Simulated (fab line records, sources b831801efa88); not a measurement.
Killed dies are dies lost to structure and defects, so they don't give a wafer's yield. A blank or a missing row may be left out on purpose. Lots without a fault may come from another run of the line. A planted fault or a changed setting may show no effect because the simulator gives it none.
fab line records | flow sky130
record lots=13 wafers=39 last_day=50
route steps=708 shown LI_CONTACT@385 LOCAL_INTERCONNECT@388 CONTACT@410 PAD_OPEN@708
lots that met no fault: from a run of the same line without faults
start_h: hours from the record's first day to the start of the lot's first wafer shown | wait_h: hours since the lot's step before | " the same as in the row above | L1.1+2: a row that stands for several wafers | - no value, or no start given | * or withheld: withheld | < > ~ a bound
route shown NAME@n: a module of which the file shows steps, and the number in the route of the first | usual: mean/standard deviation of fault-free wafers | same: alike in all rows | chamber/n: place in a boat | sites: the reading at each site | _std_site: their standard deviation | _edge_site: outer sites' mean less inner sites' | radius_mm: how far each site lies from the wafer's centre | mask NAME#n: copy n | behind: the tool/chamber that last shaped the wafer | hold: why the lot was held/for how many hours/how that ended | device: the transistor (n, p or np) that didn't switch | end of line: the same wafers' tests at the end of the route | a step without rows: its recipe alone | killed: dies lost to structure and defects at the first sort, not the wafer's yield | map: a wafer's dies, x killed, . not, _ none there
set.NAME: the setting as run; set.NAME@STEP: as run at that earlier step | model.NAME: the simulator's own value behind a step, which no gauge read
steps of the route over a sample of lots; a table a step, a row a wafer
services: from which hour (start_h, from the record's first day; less than 0 if before it) a tool's chamber was out of use, for how many hours, and why
## steps
# step SKY_LI_CONTACT_THK_MEAS_23
# recipe thk_meas_gauge=xrf reads=W_of_LI_CONTACT_CVD_21
# usual LI_CONTACT_W_THK=401/6.5
# columns lot.wafer tool chamber start_h wait_h LI_CONTACT_W_THK[nm]
L591.1 film_metro-03 - 678.89 0.1 401
L591.3 " - " " 402
L591.5 " - " " 404
L594.2 film_metro-01 - 708.49 0.1 394
L594.3 " - " " 392
L594.5 " - " " 393
L596.1 film_metro-03 - 722.73 0.1 404
L596.2 " - " " 400
L596.4 " - " " 405
L597.2 film_metro-02 - 736.16 0.1 404
L597.3 " - " " 399
L597.4 " - " " 401
L598.1 film_metro-03 - 747.04 0.1 394
L598.3 " - " " 398
L598.5 " - " " 398
L600.2 film_metro-03 - 754.27 0.1 383
L600.4 " - " " 395
L600.6 " - " " 389
L602.1 film_metro-03 - 769.31 0.1 400
L602.3 " - " " 405
L602.5 " - " " 398
L603.2 film_metro-01 - 776.90 0.1 394
L603.4 " - " " 392
L603.5 " - " " 394
L605.1 film_metro-01 - 792.29 0.1 400
L605.3 " - " " 397
L605.6 " - " " 402
L607.3 film_metro-03 - 816.76 0.1 400
L607.4 " - " " 399
L607.6 " - " " 400
L608.1 film_metro-02 - 816.81 0.1 411
L608.4 " - " " 409
L608.5 " - " " 408
L609.3 film_metro-01 - 818.02 0.1 396
L609.4 " - " " 399
L609.5 " - " " 400
L614.3 film_metro-02 - 868.80 0.1 407
L614.4 " - " " 411
L614.5 " - " " 413
# step SKY_LOCAL_INTERCONNECT_RS_MEAS_01
# recipe thk_meas_gauge=four-point-probe reads=TiN_of_LOCAL_INTERCONNECT_SPUTTER_00
# usual LOCAL_INTERCONNECT_TIN_RS=14.06/0.23
# columns lot.wafer tool chamber start_h wait_h LOCAL_INTERCONNECT_TIN_RS[ohm/sq]
L591.1 film_metro-04 - 679.31 0.0 14.01
L591.3 " - " " 13.98
L591.5 " - " " 14.04
L594.2 film_metro-03 - 708.92 0.1 13.84
L594.3 " - " " 13.89
L594.5 " - " " 13.78
L596.1 film_metro-03 - 723.15 0.0 14.45
L596.2 " - " " 14.29
L596.4 " - " " 14.27
L597.2 film_metro-04 - 736.72 0.1 14.04
L597.3 " - " " 13.89
L597.4 " - " " 13.94
L598.1 film_metro-02 - 748.52 0.0 14.08
L598.3 " - " " 13.84
L598.5 " - " " 14.06
L600.2 film_metro-03 - 754.70 0.1 14.12
L600.4 " - " " 13.89
L600.6 " - " " 14.05
L602.1 film_metro-02 - 769.73 0.0 14.28
L602.3 " - " " 14.46
L602.5 " - " " 14.28
L603.2 film_metro-04 - 777.33 0.1 13.85
L603.4 " - " " 13.89
L603.5 " - " " 13.85
L605.1 film_metro-04 - 792.71 0.0 14.19
L605.3 " - " " 14.00
L605.6 " - " " 14.22
L607.3 film_metro-03 - 817.21 0.1 13.81
L607.4 " - " " 13.61
L607.6 " - " " 13.75
L608.1 film_metro-02 - 817.46 0.0 14.23
L608.4 " - " " 14.38
L608.5 " - " " 14.31
L609.3 film_metro-03 - 818.71 0.1 14.12
L609.4 " - " " 13.94
L609.5 " - " " 14.20
L614.3 film_metro-04 - 869.24 0.1 13.79
L614.4 " - " " 13.93
L614.5 " - " " 13.90
# step SKY_LOCAL_INTERCONNECT_METAL_ETCH_14
# recipe target_depth_nm=110 stop_on=PSG chemistry=Cl2/BCl3 target=TiN resist_sidewall_deg=88 pressure_mtorr=10 icp_w=900 bias_w=48.5 Cl2_flow_sccm=60 bcl3_flow_sccm=30 time_s=31.4
# usual drypump_motor_current_A=5.8/0.44 oes_product_au=0.944/0.0097 run_length_s=59.8/0.4 throttle_valve_pct=21.899/0.011
# columns lot.wafer tool chamber start_h wait_h drypump_motor_current_A oes_product_au rf_hours_counter_h run_length_s throttle_valve_pct
L591.1 rie_metal-03 1 707.65 0.0 5.5 0.953 15 59.5 21.897
L591.3 " 0 " " 5.6 0.949 - 59.2 21.894
L591.5 " 1 " " 5.5 0.941 - 59.5 21.889
L594.2 rie_metal-03 0 736.81 0.0 5.6 0.951 14 59.3 21.901
L594.3 " 1 " " 5.4 0.945 - 59.2 21.893
L594.5 " 1 " " 5.4 0.947 - 59.8 21.897
L596.1 rie_metal-03 0 750.16 0.0 5.6 0.932 14 59.5 21.922
L596.2 " 1 " " 5.5 0.934 0 59.6 21.914
L596.4 " 1 " " 5.5 0.938 - 59.8 21.924
L597.2 rie_metal-01 0 763.21 0.0 6.0 0.946 0 60.1 21.896
L597.3 " 1 " " 5.6 0.951 - 59.4 21.902
L597.4 " 0 " " 6.1 0.943 - 59.7 21.894
L598.1 rie_metal-01 0 775.00 0.0 6.1 0.948 1 60.0 21.904
L598.3 " 1 " " 5.6 0.959 - 59.7 21.904
L598.5 " 0 " " 6.0 0.938 - 60.0 21.903
L600.2 rie_metal-01 0 782.36 0.0 6.0 0.938 1 60.2 21.898
L600.4 " 1 " " 5.6 0.949 - 59.7 21.874
L600.6 " 0 " " 6.0 0.938 - 59.8 21.889
L602.1 rie_metal-04 0 796.27 0.0 6.8 0.935 0 60.2 21.903
L602.3 " 0 " " 6.8 0.932 - 60.1 21.908
L602.5 " 0 " " 6.8 0.925 - 60.3 21.912
L603.2 rie_metal-04 0 803.86 0.0 6.8 0.953 1 60.7 21.890
L603.4 " 1 " " 5.6 0.944 - 59.9 21.893
L603.5 " 0 " " 6.7 0.946 - 60.2 21.889
L605.1 rie_metal-03 0 818.55 0.0 5.6 0.943 17 59.5 21.923
L605.3 " 1 " " 5.5 0.943 - 59.5 21.888
L605.6 " 0 " " 5.6 0.939 - 59.2 21.903
L607.3 rie_metal-03 0 843.28 0.0 5.6 1.011 - 55.8 21.866
L607.4 " 1 " " 5.5 0.966 - 59.6 21.890
L607.6 " 0 " " 5.6 0.999 - 56.0 21.870
L608.1 rie_metal-03 0 843.85 0.0 5.6 1.001 0 55.9 21.874
L608.4 " 0 " " 5.6 0.999 - 55.7 21.858
L608.5 " 1 " " 5.4 0.932 - 59.6 21.918
L609.3 rie_metal-01 1 845.68 0.0 5.6 0.942 - 59.5 21.905
L609.4 " 0 " " 6.1 0.942 - 59.9 21.898
L609.5 " 1 " " 5.6 0.933 - 59.3 21.899
L614.3 rie_metal-01 0 895.01 0.1 6.1 0.952 - 60.1 21.888
L614.4 " 0 " " 6.1 0.953 - 59.6 21.906
L614.5 " 0 " " 6.1 0.951 - 59.7 21.888
# step SKY_CONTACT_CMP_04
# recipe material=SiO2 down_force_psi=4 platen_rpm=60 pad_velocity_m_s=0.94248
# usual motor_current_A=12.9/0.73 time_to_endpoint_s=83/5.9
# columns lot.wafer tool chamber start_h wait_h motor_current_A time_to_endpoint_s
L591.3 cmp-02 1 708.56 0.0 11.5 86
L591.1 " 3 " " 12.9 89
L591.5 " 1 " " 12.2 84
L594.2 cmp-02 1 737.72 0.1 12.4 89
L594.3 " 2 " " 11.7 88
L594.5 " 1 " " 12.1 85
L596.2 cmp-02 1 751.04 0.0 11.8 89
L596.1 " 2 " " 11.7 87
L596.4 " 3 " " 13.1 93
L597.4 cmp-01 1 764.60 0.2 12.9 78
L597.3 " 2 " " 13.2 89
L597.2 " 0 " " 13.6 79
L598.1 cmp-01 0 775.95 0.1 13.0 77
L598.3 " 2 " " 13.1 84
L598.5 " 0 " " 13.7 78
L600.2 cmp-01 3 783.27 0.1 12.5 85
L600.4 " 0 " " 13.9 83
L600.6 " 3 " " 13.0 81
L602.1 cmp-01 0 797.17 0.1 13.0 78
L602.3 " 3 " " 12.3 78
L602.5 " 1 " " 12.5 79
L603.2 cmp-01 3 805.07 0.0 12.6 80
L603.4 " 1 " " 12.8 80
L603.5 " 0 " " 13.8 81
L605.1 cmp-02 3 819.47 0.1 13.4 90
L605.3 " 1 " " 12.3 90
L605.6 " 2 " " 11.3 83
L607.4 cmp-01 1 844.22 0.1 13.2 77
L608.4 cmp-01 1 844.72 0.0 13.7 75
L608.1 " 0 " " 13.2 77
L608.5 " 2 " " 13.9 77
L609.3 cmp-01 2 846.56 0.0 13.0 81
L609.4 " 3 " " 12.3 82
L609.5 " 3 " " 13.3 80
L614.4 cmp-01 2 895.96 0.0 13.4 80
L614.3 " 0 " " 14.4 71
L614.5 " 2 " " 13.1 78
# step SKY_PAD_OPEN_PROBE_99
# usual killed_at_M0_to_M3=43/6.8 killed_at_M4_up=3.3/2.1 killed_at_contacts=24/5 killed_at_front_end=15/4.4 killed_at_other=0.3/0.57 killed_dies=86/9.7 killed_on_rim=17/3.6 killed_open=47/7.3 killed_short=39/6.1
# same gross_dies=492 killed_at_back_side=0
# columns lot.wafer tool chamber start_h wait_h hold killed_at_M0_to_M3 killed_at_M4_up killed_at_contacts killed_at_front_end killed_at_other killed_dies killed_on_rim killed_open killed_short
L591.1 prober-02 - 1078.52 0.1 - 47 5 23 21 0 96 26 59 36
L591.3 prober-02 - 1078.62 0.2 - 44 2 26 13 0 85 16 45 39
L591.5 prober-02 - 1078.72 0.2 - 40 5 25 15 0 85 16 47 37
L594.2 prober-01 - 1103.26 0.1 - 44 3 22 18 1 88 13 54 32
L596.1 prober-01 - 1113.21 0.1 - 38 9 22 15 0 84 20 45 39
L596.2 prober-01 - 1113.26 0.1 - 44 5 31 14 0 94 19 55 39
L596.4 prober-01 - 1113.36 0.2 - 45 1 28 9 0 83 22 48 35
L597.2 prober-02 - 1120.87 0.1 - 45 2 32 15 1 95 18 53 42
L597.3 prober-02 - 1120.92 0.2 - 35 1 28 16 0 80 19 41 39
L597.4 prober-02 - 1120.97 0.2 - 35 6 27 14 0 82 18 48 34
L598.1 prober-01 - 1128.77 0.1 - 33 2 20 19 1 75 16 33 41
L598.3 prober-01 - 1128.87 0.2 - 47 4 19 17 0 87 24 36 50
L598.5 prober-01 - 1128.97 0.2 - 38 3 23 11 0 75 19 40 34
L600.2 prober-01 - 1133.60 0.1 - 50 2 22 17 0 91 24 53 38
L600.4 prober-01 - 1133.70 0.2 - 37 1 20 13 1 72 16 35 37
L600.6 prober-01 - 1133.80 0.2 - 28 2 14 20 0 64 18 37 27
L602.1 prober-01 - 1143.38 0.1 - 44 6 25 12 0 87 16 52 34
L602.3 prober-01 - 1143.48 0.2 - 42 2 24 16 0 84 14 43 41
L602.5 prober-01 - 1143.58 0.2 - 41 3 22 14 0 80 19 51 29
L603.2 prober-02 - 1151.00 0.1 - 33 1 18 12 0 64 14 35 29
L603.4 prober-02 - 1151.10 0.2 - 56 5 27 18 0 106 18 58 48
L603.5 prober-02 - 1151.15 0.2 - 42 1 22 18 2 85 16 46 39
L605.1 prober-02 - 1157.32 0.1 - 39 3 30 17 0 89 12 38 50
L605.3 prober-02 - 1157.42 0.2 - 49 3 24 18 0 94 19 50 44
L605.6 prober-02 - 1157.57 0.2 - 47 3 25 18 0 93 16 50 42
L607.3 prober-02 - 1175.46 0.2 await_dispo/5.8h/release 52 6 353 18 0 429 59 53 43
L607.4 prober-02 - 1175.51 0.2 await_dispo/5.8h/release 52 6 22 9 0 89 19 44 45
L607.6 prober-02 - 1175.61 0.2 await_dispo/5.8h/release 27 1 413 22 0 463 73 48 22
L608.1 prober-01 - 1175.63 0.1 await_dispo/4.3h/release 55 2 79 18 0 154 25 44 52
L608.4 prober-01 - 1175.78 0.2 await_dispo/4.3h/release 37 2 16 12 1 68 16 33 33
L608.5 prober-01 - 1175.83 0.2 await_dispo/4.3h/release 46 4 25 18 1 94 17 58 36
L609.3 prober-02 - 1176.96 0.2 - 34 6 19 12 0 71 10 40 30
L609.4 prober-02 - 1177.01 0.2 - 39 3 27 14 1 84 16 38 45
L609.5 prober-02 - 1177.06 0.2 - 39 5 21 12 0 77 13 36 40
L614.3 prober-01 - 1206.56 0.2 - 54 6 31 21 1 113 19 71 41
L614.4 prober-01 - 1206.61 0.2 - 46 2 22 24 0 94 16 50 44
L614.5 prober-01 - 1206.66 0.2 - 36 3 39 15 1 94 18 51 42
# killed by level:class
L591.1 VIA2:geometric_particle:open=10 VIA3:geometric_particle:open=10 LI_CONTACT:geometric_particle:open=8 VIA1:geometric_particle:open=8 FIELD_ISO:geometric_particle:open=7 CONTACT:geometric_particle:open=6 POLY_GATE:geometric_particle:open=5 CONTACT:geometric_particle:short=5
L591.3 VIA1:geometric_particle:open=11 VIA3:geometric_particle:open=9 LI_CONTACT:geometric_particle:open=8 METAL2:geometric_particle:short=7 LOCAL_INTERCONNECT:geometric_particle:short=6 CONTACT:geometric_particle:open=6 VIA1:geometric_particle:short=4 VIA2:geometric_particle:open=4
L591.5 VIA1:geometric_particle:open=11 LI_CONTACT:geometric_particle:open=9 CONTACT:geometric_particle:open=7 VIA1:geometric_particle:short=7 CONTACT:geometric_particle:short=5 VIA2:geometric_particle:open=5 POLY_GATE:geometric_particle:open=4 METAL1:geometric_particle:short=4
L594.2 VIA1:geometric_particle:open=10 VIA2:geometric_particle:open=7 VIA3:geometric_particle:open=7 FIELD_ISO:geometric_particle:short=6 LI_CONTACT:geometric_particle:open=6 CONTACT:geometric_particle:open=6 FIELD_ISO:geometric_particle:open=5 LOCAL_INTERCONNECT:geometric_particle:short=5
L596.1 CONTACT:geometric_particle:open=9 METAL2:geometric_particle:short=7 VIA1:geometric_particle:open=7 LI_CONTACT:geometric_particle:open=5 POLY_GATE:geometric_particle:open=5 METAL4:geometric_particle:short=5 METAL1:geometric_particle:short=5 FIELD_ISO:geometric_particle:open=4
L596.2 LI_CONTACT:geometric_particle:open=15 CONTACT:geometric_particle:open=10 METAL1:geometric_particle:short=10 VIA1:geometric_particle:open=8 METAL2:geometric_particle:short=6 VIA2:geometric_particle:open=6 POLY_GATE:geometric_particle:short=5 POLY_GATE:geometric_particle:open=4
L596.4 CONTACT:geometric_particle:open=12 VIA1:geometric_particle:open=10 VIA2:geometric_particle:open=8 LI_CONTACT:geometric_particle:open=6 METAL1:geometric_particle:short=6 CONTACT:geometric_particle:short=4 VIA1:geometric_particle:short=4 VIA2:geometric_particle:short=4
L597.2 CONTACT:geometric_particle:open=10 VIA1:geometric_particle:open=9 LI_CONTACT:geometric_particle:open=8 VIA2:geometric_particle:open=8 LOCAL_INTERCONNECT:geometric_particle:short=6 POLY_GATE:geometric_particle:open=5 CONTACT:geometric_particle:short=5 METAL2:geometric_particle:short=5
L597.3 CONTACT:geometric_particle:short=8 CONTACT:geometric_particle:open=8 VIA1:geometric_particle:open=8 FIELD_ISO:geometric_particle:open=7 METAL2:geometric_particle:short=6 LI_CONTACT:geometric_particle:open=5 LOCAL_INTERCONNECT:geometric_particle:short=4 VIA3:geometric_particle:open=4
L597.4 VIA1:geometric_particle:open=10 CONTACT:geometric_particle:open=8 CONTACT:geometric_particle:short=7 FIELD_ISO:geometric_particle:open=6 LI_CONTACT:geometric_particle:open=6 METAL1:geometric_particle:open=6 METAL4:geometric_particle:short=6 LOCAL_INTERCONNECT:geometric_particle:short=4
L598.1 CONTACT:geometric_particle:open=10 VIA1:geometric_particle:open=7 FIELD_ISO:geometric_particle:short=6 CONTACT:geometric_particle:short=5 METAL1:geometric_particle:short=5 METAL2:geometric_particle:short=4 VIA2:geometric_particle:short=4 VIA3:geometric_particle:short=4
L598.3 METAL2:geometric_particle:short=12 VIA3:geometric_particle:open=8 VIA1:geometric_particle:open=7 LOCAL_INTERCONNECT:geometric_particle:short=6 CONTACT:geometric_particle:open=5 VIA1:geometric_particle:short=5 FIELD_ISO:geometric_particle:short=4 POLY_GATE:geometric_particle:short=4
L598.5 CONTACT:geometric_particle:open=9 VIA1:geometric_particle:open=9 VIA1:geometric_particle:short=6 VIA2:geometric_particle:open=5 VIA3:geometric_particle:open=5 LOCAL_INTERCONNECT:geometric_particle:short=4 FIELD_ISO:geometric_particle:short=3 POLY_GATE:geometric_particle:short=3
L600.2 VIA2:geometric_particle:open=12 LI_CONTACT:geometric_particle:open=10 VIA1:geometric_particle:open=8 VIA1:geometric_particle:short=6 FIELD_ISO:geometric_particle:short=5 CONTACT:geometric_particle:open=5 CONTACT:geometric_particle:short=5 METAL1:geometric_particle:short=5
L600.4 LI_CONTACT:geometric_particle:short=6 METAL1:geometric_particle:short=6 POLY_GATE:geometric_particle:open=5 LOCAL_INTERCONNECT:geometric_particle:short=5 VIA3:geometric_particle:open=5 VIA1:geometric_particle:open=4 LI_CONTACT:geometric_particle:open=4 METAL2:geometric_particle:open=4
L600.6 POLY_GATE:geometric_particle:open=7 CONTACT:geometric_particle:open=6 VIA1:geometric_particle:open=5 FIELD_ISO:geometric_particle:short=4 METAL1:geometric_particle:short=4 VIA2:geometric_particle:open=4 VIA3:geometric_particle:open=4 POLY_GATE:geometric_particle:short=3
L602.1 VIA1:geometric_particle:open=18 LI_CONTACT:geometric_particle:open=10 CONTACT:geometric_particle:short=7 VIA2:geometric_particle:open=6 CONTACT:geometric_particle:open=5 VIA1:geometric_particle:short=5 POLY_GATE:geometric_particle:open=4 METAL2:geometric_particle:short=4
L602.3 CONTACT:geometric_particle:open=10 LI_CONTACT:geometric_particle:open=7 VIA3:geometric_particle:short=7 METAL2:geometric_particle:short=5 CONTACT:geometric_particle:short=5 VIA1:geometric_particle:open=5 POLY_GATE:geometric_particle:open=4 VIA3:geometric_particle:open=4
L602.5 LI_CONTACT:geometric_particle:open=9 CONTACT:geometric_particle:open=8 VIA3:geometric_particle:open=7 METAL1:geometric_particle:short=6 VIA1:geometric_particle:open=5 VIA2:geometric_particle:open=5 POLY_GATE:geometric_particle:short=4 CONTACT:geometric_particle:short=3
L603.2 VIA1:geometric_particle:open=8 LI_CONTACT:geometric_particle:open=7 CONTACT:geometric_particle:short=7 VIA3:geometric_particle:short=5 VIA3:geometric_particle:open=4 POLY_GATE:geometric_particle:open=3 POLY_GATE:geometric_particle:short=3 VIA2:geometric_particle:open=3
L603.4 CONTACT:geometric_particle:open=12 METAL2:geometric_particle:short=12 VIA1:geometric_particle:open=10 LI_CONTACT:geometric_particle:open=8 VIA2:geometric_particle:open=7 METAL3:geometric_particle:short=7 POLY_GATE:geometric_particle:open=6 VIA1:geometric_particle:short=6
L603.5 VIA1:geometric_particle:open=10 CONTACT:geometric_particle:open=8 POLY_GATE:geometric_particle:short=7 VIA2:geometric_particle:open=7 FIELD_ISO:geometric_particle:open=6 LI_CONTACT:geometric_particle:open=5 VIA1:geometric_particle:short=5 VIA2:geometric_particle:short=5
L605.1 CONTACT:geometric_particle:open=10 CONTACT:geometric_particle:short=9 METAL2:geometric_particle:short=7 FIELD_ISO:geometric_particle:short=6 VIA1:geometric_particle:short=6 VIA3:geometric_particle:open=6 LI_CONTACT:geometric_particle:open=5 METAL1:geometric_particle:short=5
L605.3 VIA1:geometric_particle:open=14 CONTACT:geometric_particle:open=9 CONTACT:geometric_particle:short=7 VIA2:geometric_particle:open=7 VIA3:geometric_particle:open=6 METAL1:geometric_particle:short=5 METAL2:geometric_particle:short=5 POLY_GATE:geometric_particle:short=4
L605.6 CONTACT:geometric_particle:open=14 VIA2:geometric_particle:open=9 VIA1:geometric_particle:open=8 METAL2:geometric_particle:short=6 VIA2:geometric_particle:short=6 CONTACT:geometric_particle:short=5 VIA3:geometric_particle:open=5 POLY_GATE:geometric_particle:open=4
L607.3 LOCAL_INTERCONNECT:area_etch=333 VIA3:geometric_particle:open=13 VIA1:geometric_particle:open=8 VIA2:geometric_particle:open=7 VIA1:geometric_particle:short=7 LI_CONTACT:geometric_particle:open=6 POLY_GATE:geometric_particle:short=6 CONTACT:geometric_particle:open=6
L607.4 VIA1:geometric_particle:open=11 LI_CONTACT:geometric_particle:open=8 VIA3:geometric_particle:short=8 VIA3:geometric_particle:open=7 METAL4:geometric_particle:short=6 CONTACT:geometric_particle:short=5 VIA2:geometric_particle:open=5 METAL2:geometric_particle:short=4
L607.6 LOCAL_INTERCONNECT:area_etch=393 CONTACT:geometric_particle:open=12 FIELD_ISO:geometric_particle:open=8 VIA3:geometric_particle:open=8 VIA1:geometric_particle:open=8 POLY_GATE:geometric_particle:short=5 POLY_GATE:geometric_particle:open=4 LI_CONTACT:geometric_particle:open=4
L608.1 LOCAL_INTERCONNECT:area_etch=57 VIA1:geometric_particle:open=13 VIA1:geometric_particle:short=7 LOCAL_INTERCONNECT:geometric_particle:short=7 METAL1:geometric_particle:short=6 VIA2:geometric_particle:open=6 FIELD_ISO:geometric_particle:open=5 LI_CONTACT:geometric_particle:open=5
L608.4 VIA1:geometric_particle:open=7 METAL2:geometric_particle:short=7 METAL1:geometric_particle:short=6 VIA3:geometric_particle:open=5 LI_CONTACT:geometric_particle:open=5 CONTACT:geometric_particle:open=5 POLY_GATE:geometric_particle:short=3 VIA2:geometric_particle:open=3
L608.5 CONTACT:geometric_particle:open=13 VIA1:geometric_particle:open=11 LI_CONTACT:geometric_particle:open=7 VIA3:geometric_particle:open=6 VIA2:geometric_particle:open=6 VIA1:geometric_particle:short=5 POLY_GATE:geometric_particle:open=4 POLY_GATE:geometric_particle:short=4
L609.3 LI_CONTACT:geometric_particle:open=8 VIA3:geometric_particle:open=7 CONTACT:geometric_particle:open=6 VIA2:geometric_particle:open=5 POLY_GATE:geometric_particle:short=4 VIA1:geometric_particle:open=4 VIA2:geometric_particle:short=4 METAL1:geometric_particle:short=3
L609.4 VIA1:geometric_particle:open=14 CONTACT:geometric_particle:short=10 METAL1:geometric_particle:short=6 CONTACT:geometric_particle:open=6 POLY_GATE:geometric_particle:open=5 LI_CONTACT:geometric_particle:short=4 METAL2:geometric_particle:short=4 VIA2:geometric_particle:short=4
L609.5 CONTACT:geometric_particle:open=8 VIA1:geometric_particle:short=7 LI_CONTACT:geometric_particle:open=6 METAL1:geometric_particle:short=5 METAL4:geometric_particle:short=5 VIA3:geometric_particle:open=5 LOCAL_INTERCONNECT:geometric_particle:short=4 VIA1:geometric_particle:open=4
L614.3 VIA1:geometric_particle:open=14 LI_CONTACT:geometric_particle:open=12 CONTACT:geometric_particle:open=11 VIA2:geometric_particle:open=10 VIA3:geometric_particle:open=7 METAL1:geometric_particle:short=7 FIELD_ISO:geometric_particle:short=6 POLY_GATE:geometric_particle:short=6
L614.4 VIA1:geometric_particle:open=9 CONTACT:geometric_particle:open=7 POLY_GATE:geometric_particle:open=7 LI_CONTACT:geometric_particle:open=6 METAL1:geometric_particle:short=6 METAL2:geometric_particle:short=6 FIELD_ISO:geometric_particle:short=5 VIA1:geometric_particle:short=5
L614.5 CONTACT:geometric_particle:open=16 CONTACT:geometric_particle:short=10 VIA2:geometric_particle:open=7 VIA1:geometric_particle:open=6 VIA2:geometric_particle:short=6 LI_CONTACT:geometric_particle:open=5 VIA3:geometric_particle:short=5 POLY_GATE:geometric_particle:open=4
## services
# columns tool chamber start_h hours kind
cmp-01 - 714.42 2.3 repair
rie_metal-04 - 720.59 0.2 repair
cmp-02 - 726.80 4.5 pm
cmp-01 - 734.23 0.7 repair
cmp-01 - 734.71 1.6 repair
cmp-01 - 738.10 5.7 pm
cmp-01 - 744.06 4.0 pm
cmp-01 - 748.06 - consumable_replace:conditioner
cmp-01 - 748.06 - consumable_replace:pad
cmp-02 - 763.27 5.4 pm
cmp-02 - 771.91 4.4 repair
rie_metal-04 - 784.30 2.8 pm
rie_metal-03 - 805.21 2.6 repair
rie_metal-04 - 818.16 14.6 pm
cmp-01 - 828.70 3.0 repair
rie_metal-04 0 833.11 7.9 repair
cmp-02 - 834.26 0.9 repair
rie_metal-03 - 848.11 0.2 repair
rie_metal-04 0 848.79 24.9 repair
cmp-02 - 849.20 1.7 repair
cmp-01 - 853.24 22.5 repair
rie_metal-04 - 857.75 1.4 pm
cmp-01 - 884.82 0.6 repair
cmp-01 - 892.58 1.4 repair
## key
first_sign step=SKY_LOCAL_INTERCONNECT_METAL_ETCH_14 reading=run_length_s direction=down sigmas=9.8 usual=* struck=*
effect step=SKY_LOCAL_INTERCONNECT_METAL_ETCH_14 reading=oes_product_au direction=up sigmas=6 usual=0.944 struck=1.002
effect step=SKY_PAD_OPEN_PROBE_99 reading=killed_at_contacts direction=up sigmas=38 usual=24 struck=215 wafers_moved=3
more_kills_born_at SKY_LOCAL_INTERCONNECT_METAL_ETCH_14@rie_metal-03=784
met_at SKY_LOCAL_INTERCONNECT_METAL_ETCH_14
struck_lots L607,L608
struck_wafers L607.3,L607.6,L608.1,L608.4
later_rows_left_out L607.3,L607.6
tester_left_out L607,L608
not_acting_at SKY_LI_CONTACT_THK_MEAS_23,SKY_LOCAL_INTERCONNECT_RS_MEAS_01,SKY_CONTACT_CMP_04
onset_between 818.55 843.28
fault kind=process_parameter_drift tool=rie_metal-03 chamber=0 onset_h=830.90 steps=SKY_LOCAL_INTERCONNECT_METAL_ETCH_14 channel=time_s offset=* shape=step end_h=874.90 acts_in=* stated=*
# tester_left_out: of these lots the tester's yield and bins aren't shown, on N5 and GAA mostly nor the transistor test; their killed dies are dies lost to structure and defects alone, not to doping, threshold or leakage, so they don't give the yield
# later_rows_left_out: the simulator's readings of these wafers behind a module that went badly wrong aren't trusted and aren't shown, but for the sort
